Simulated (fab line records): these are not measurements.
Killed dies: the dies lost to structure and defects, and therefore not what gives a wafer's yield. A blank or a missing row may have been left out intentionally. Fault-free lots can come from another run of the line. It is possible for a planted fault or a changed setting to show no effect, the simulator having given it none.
Check of tool commonality	flow gf180mcu	36 wafers sampled across 12 lots

WHY THIS WAS OPENED
2 of 12 lots carry a flag on the reading NSD_RS at GF_PSD_RS_MEAS_14. Fault-free wafers read 46.18 ohm/sq, with a standard deviation of 0.096.
Rule: a lot gets a flag if all its wafers with a number sit over 4 standard deviations from that mean, or if no wafer of it has a number. As for the other lots, they are considered sound.

lot	measured	on	NSD_RS (ohm/sq), wafer by wafer	flag
L808	day 14 08:48	filmMetro-03	46.32 46.36 46.40	
L809	day 14 14:43	filmMetro-01	46.28 46.31 46.34	
L810	day 15 01:17	filmMetro-01	46.13 46.11 46.06	
L811	day 15 05:58	filmMetro-01	46.22 46.29 46.22	
L812	day 15 18:25	filmMetro-01	46.27 46.07 46.18	
L817	day 17 17:37	filmMetro-04	46.14 46.08 46.09	
L819	day 18 09:25	filmMetro-03	46.20 46.29 46.12	
L825	day 20 15:34	filmMetro-03	44.72 44.87 44.80	FLAGGED
L826	day 20 21:19	filmMetro-03	46.19 46.12 46.18	
L827	day 21 04:04	filmMetro-04	45.11 45.04 44.93	FLAGGED
L830	day 22 02:39	filmMetro-04	46.30 46.18 46.35	
L831	day 22 14:56	filmMetro-03	46.18 46.30 46.20	
The mean of the flagged lots' numbers is 44.91 ohm/sq, -1.27 ohm/sq from the usual (-13 standard deviations).

WHICH TOOL EACH LOT WENT THROUGH
2 process steps preceding the reading are held in the record, out of 602 steps in the route. Every cell lists first the tool, next ch and the chambers used by the sampled wafers, and last the start.
lot	flag	GF_NSD_IMPLANT_09	GF_NSD_STRIP_11
L808		implanter-02 ch 0, day 13 12:38	plasmaAsher-01 ch 0,1, day 13 12:56
L809		implanter-02 ch 0, day 13 17:02	plasmaAsher-04 ch 0,1, day 13 17:20
L810		implanter-01 ch 0, day 14 03:37	plasmaAsher-02 ch 0,1, day 14 03:53
L811		implanter-01 ch 0, day 14 07:41	plasmaAsher-04 ch 1, day 14 07:59
L812		implanter-02 ch 0, day 14 20:23	plasmaAsher-04 ch 0,1, day 14 20:40
L817		implanter-01 ch 0, day 16 18:08	plasmaAsher-02 ch 0,1, day 16 18:24
L819		implanter-03 ch 0, day 17 08:37	plasmaAsher-02 ch 0,1, day 17 08:54
L825	FLAGGED	implanter-02 ch 0, day 19 14:05	plasmaAsher-04 ch 0,1, day 19 14:23
L826		implanter-03 ch 0, day 19 20:12	plasmaAsher-04 ch 0,1, day 19 20:29
L827	FLAGGED	implanter-02 ch 0, day 20 03:03	plasmaAsher-01 ch 0,1, day 20 03:19
L830		implanter-01 ch 0, day 21 01:34	plasmaAsher-01 ch 1, day 21 01:52
L831		implanter-03 ch 0, day 21 14:08	plasmaAsher-04 ch 0,1, day 21 14:26
What is done by these steps:
- GF_NSD_IMPLANT_09
- GF_NSD_STRIP_11: strips in O2/N2.
- GF_PSD_RS_MEAS_14: measures by four-point-probe.

FLAGGED AGAINST TOTAL, ONE TOOL AT A TIME (gauges that did the reading follow at the end)
step	tool	lots run	flagged	share of the flagged lots	sound lots run after its first flagged lot
GF_NSD_IMPLANT_09	implanter-01	4	0	none	-
GF_NSD_IMPLANT_09	implanter-02	5	2	all	0
GF_NSD_IMPLANT_09	implanter-03	3	0	none	-
GF_NSD_STRIP_11	plasmaAsher-01	3	1	some	1 (L830)
GF_NSD_STRIP_11	plasmaAsher-02	3	0	none	-
GF_NSD_STRIP_11	plasmaAsher-04	6	1	some	2 (L826,L831)
GF_PSD_RS_MEAS_14	filmMetro-01	4	0	none	-
GF_PSD_RS_MEAS_14	filmMetro-03	5	1	some	2 (L826,L831)
GF_PSD_RS_MEAS_14	filmMetro-04	3	1	some	1 (L830)

WHAT THE TABLE ALLOWS
In the table, 1 row covers all flagged lots: implanter-02 at GF_NSD_IMPLANT_09.
- implanter-02 at GF_NSD_IMPLANT_09 ran 5 lots, 2 of them flagged. Last sound lot L812 at day 14 20:23, first flagged lot L825 at day 19 14:05; a fault beginning in between fits. Its own readings (beamOnS, doseIonsCm2) fall more than 4 standard deviations out on all wafers of the flagged lots.
One tool is left: implanter-02 at GF_NSD_IMPLANT_09.

WHAT THE SIMULATOR PUT IN
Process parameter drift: implanter-02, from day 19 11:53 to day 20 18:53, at GF_NSD_IMPLANT_09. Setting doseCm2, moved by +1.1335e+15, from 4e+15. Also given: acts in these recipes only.
Struck lots among those shown: L825, L827. Same finding as the rule above.
